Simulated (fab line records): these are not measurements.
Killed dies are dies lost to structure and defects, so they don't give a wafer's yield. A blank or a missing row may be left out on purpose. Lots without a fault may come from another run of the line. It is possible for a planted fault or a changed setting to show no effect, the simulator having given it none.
Matching of chambers :: flow gf180mcu :: 3 sister chambers for GF_CONTACT_CVD_02 on pecvd-03
The step deposits SiO2 from TEOS, target thk 860 nm, time 95.992 s. 6 wafers are shown with their chamber, then 7 later ones without.

## EACH WAFER AND ITS CHAMBER
wafer: L074.1
chamber: 2
heater_power_w (W): 628

wafer: L075.1
chamber: 2
heater_power_w (W): 696

wafer: L080.2
chamber: 0
heater_power_w (W): 771

wafer: L080.3
chamber: 1
heater_power_w (W): 635

wafer: L080.4
chamber: 0
heater_power_w (W): 636

wafer: L080.5
chamber: 1
heater_power_w (W): 711

## WAFERS WHOSE CHAMBER IS MISSING
wafer: L080.6
heater_power_w (W): 723

wafer: L081.1
heater_power_w (W): 665

wafer: L081.3
heater_power_w (W): 786

wafer: L081.5
heater_power_w (W): 624

wafer: L097.2
heater_power_w (W): 794

wafer: L097.4
heater_power_w (W): 709

wafer: L097.6
heater_power_w (W): 620

## EACH ONE'S CHAMBER
wafer: L080.6
from the rows above: can't be placed: 0 or 1 or 2
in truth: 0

wafer: L081.1
from the rows above: can't be placed: 2 or 1 or 0
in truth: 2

wafer: L081.3
from the rows above: can't be placed: 0 or 1 or 2
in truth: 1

wafer: L081.5
from the rows above: can't be placed: 2 or 1 or 0
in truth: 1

wafer: L097.2
from the rows above: can't be placed: 0 or 1 or 2
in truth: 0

wafer: L097.4
from the rows above: can't be placed: 0 or 1 or 2
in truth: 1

wafer: L097.6
from the rows above: can't be placed: 2 or 1 or 0
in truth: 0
Correctly placed: 0 of 7. Cannot be placed on the basis of these rows: 7; the candidates contain the true chamber in 7. Placed wrongly: 0.
How it was worked out, from the rows above alone: a wafer's distance from a chamber is the root of the sum, over the readings, of the square of ((its reading less the chamber's mean) divided by the reading's scatter). The wafer belongs to the nearest chamber; if the next one is less than 2 further off, it can't be placed. Each chamber's mean is taken over the wafers shown for it. How the scatter is found: for the shown wafers, subtract from each reading the mean of its chamber, square and add these, divide the total by (wafers less chambers), then take the root.
